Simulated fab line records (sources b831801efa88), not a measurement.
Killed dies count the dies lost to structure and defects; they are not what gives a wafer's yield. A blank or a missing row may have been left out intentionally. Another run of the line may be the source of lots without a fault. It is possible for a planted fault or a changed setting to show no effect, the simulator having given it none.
Which tool is to blame?    flow gf180mcu    39 wafers from 13 lots sampled at 4 of the route's 602 steps

== WHAT THE GAUGES READ, wafer by wafer ==
GF_PSD_CD_MEAS_07: target cd 400 nm.
lot   measured      on         cd-nm (nm)
L163  day 14 17:22  cd-sem-02  399.3 401.1 396.9
L164  day 15 05:53  cd-sem-01  398.9 402.9 399.7
L165  day 15 06:52  cd-sem-02  400.5 402.2 398.7
L167  day 16 05:10  cd-sem-02  400.8 401.6 399.7
L168  day 16 11:53  cd-sem-01  399.5 402.3 401.8
L170  day 17 09:46  cd-sem-01  399.0 399.2 399.2
L171  day 17 16:44  cd-sem-01  401.6 401.0 400.6
L172  day 18 08:59  cd-sem-02  399.4 401.9 400.6
L173  day 19 00:40  cd-sem-02  393.8 392.8 395.1
L176  day 19 10:29  cd-sem-01  405.5 405.1 408.5
L182  day 21 11:47  cd-sem-02  398.8 401.4 399.8
L183  day 21 18:13  cd-sem-02  398.0 400.1 400.2
L184  day 22 00:08  cd-sem-02  398.4 399.5 398.3

GF_PASSIVATION_THK_MEAS_01.
lot   measured      on             PASSIVATION_CVD_00_THK (nm)
L163  day 28 13:06  film-metro-01  989 1007 1016
L164  day 29 02:14  film-metro-02  997 998 995
L165  day 29 03:40  film-metro-04  993 1001 1011
L167  day 29 20:40  film-metro-01  1008 1011 1012
L168  day 30 03:35  film-metro-02  978 989 996
L170  day 30 21:22  film-metro-02  991 1002 1003
L171  day 31 01:50  film-metro-04  1002 1000 1018
L172  day 31 15:07  film-metro-02  1002 988 1007
L173  day 32 02:05  film-metro-02  998 941 1002
L176  day 32 09:37  film-metro-01  1011 1026 950
L182  day 33 17:42  film-metro-01  995 993 1007
L183  day 34 00:34  film-metro-04  996 1007 1007
L184  day 34 03:58  film-metro-02  1017 1006 1022

== WHAT TOOL EACH LOT RAN ON (gives the tool, then ch and the chambers of the sampled wafers, and finally the start) ==
lot   GF_V4_SPUTTER_21              GF_PASSIVATION_CVD_00
L163  pvd-sputter-04, day 24 20:20  pecvd-01 ch 0,1,2, day 28 13:01
L164  pvd-sputter-04, day 25 09:58  pecvd-04 ch 0,1,2, day 29 02:09
L165  pvd-sputter-03, day 25 11:07  pecvd-01 ch 0,1, day 29 03:35
L167  pvd-sputter-04, day 26 08:43  pecvd-01 ch 0,1,2, day 29 20:35
L168  pvd-sputter-04, day 26 14:55  pecvd-03 ch 0,1,2, day 30 03:30
L170  pvd-sputter-04, day 27 12:01  pecvd-03 ch 0,1,2, day 30 21:17
L171  pvd-sputter-01, day 27 16:37  pecvd-04 ch 1,2, day 31 01:46
L172  pvd-sputter-04, day 28 07:13  pecvd-03 ch 0,1, day 31 15:02
L173  pvd-sputter-01, day 28 20:55  pecvd-03 ch 0,1,2, day 32 02:01
L176  pvd-sputter-01, day 29 05:42  pecvd-03 ch 0,1, day 32 09:28
L182  pvd-sputter-03, day 30 18:13  pecvd-04 ch 0,2, day 33 17:37
L183  pvd-sputter-04, day 31 01:05  pecvd-01 ch 0,1,2, day 34 00:28
L184  pvd-sputter-03, day 31 05:25  pecvd-01 ch 0,2, day 34 03:52
- GF_V4_SPUTTER_21: material Ti, target thk 15 nm, time 80.02 s.
- GF_PASSIVATION_CVD_00: deposits SiO2 from TEOS, target thk 1000 nm, time 111.95 s.

== AS READ BY THE TOOLS THEMSELVES (means over the sampled wafers that have a number; for cases with no such wafer, the mark the record gives instead) ==
GF_V4_SPUTTER_21.
lot   tool            throttle-valve-pct (%)
L163  pvd-sputter-04  30.7
L164  pvd-sputter-04  31.1
L165  pvd-sputter-03  29.1
L167  pvd-sputter-04  31.6
L168  pvd-sputter-04  31.2
L170  pvd-sputter-04  30.6
L171  pvd-sputter-01  29.3
L172  pvd-sputter-04  30.8
L173  pvd-sputter-01  28.8
L176  pvd-sputter-01  29.9
L182  pvd-sputter-03  29.2
L183  pvd-sputter-04  30.9
L184  pvd-sputter-03  28.6

GF_PASSIVATION_CVD_00.
lot   tool      heater-power-w (W)
L163  pecvd-01  543
L164  pecvd-04  637
L165  pecvd-01  538
L167  pecvd-01  553
L168  pecvd-03  584
L170  pecvd-03  571
L171  pecvd-04  660
L172  pecvd-03  560
L173  pecvd-03  614
L176  pecvd-03  568
L182  pecvd-04  692
L183  pecvd-01  580
L184  pecvd-01  610

== THE ANSWER, worked out from the rows above alone ==
Rule: the usual values come from the lots themselves. Put in order of their means at a reading, lots are off if they are a third of the lots or fewer, leave a main group of 4 or more, and stand apart from it by a gap of 3 or more times the standard deviation of the main group's means; of several such gaps the widest counts. Not used: any main group whose means are identical at the precision the tables above print for the reading. A lot without any number at a reading at which 4 lots or more have one is off too. Any other lot the step has rows for is counted as sound. After the gauges, taken in route order, come the tools' own readings; for these a lot's mean is taken, as printed above. The first step at which some lot is off is used, and at that step the reading that is off furthest; a lot without a number counts as furthest.
No lot is off on any of the readings shown, so nothing can be concluded from this.

== WHAT THE SIMULATOR HAD PUT IN ==
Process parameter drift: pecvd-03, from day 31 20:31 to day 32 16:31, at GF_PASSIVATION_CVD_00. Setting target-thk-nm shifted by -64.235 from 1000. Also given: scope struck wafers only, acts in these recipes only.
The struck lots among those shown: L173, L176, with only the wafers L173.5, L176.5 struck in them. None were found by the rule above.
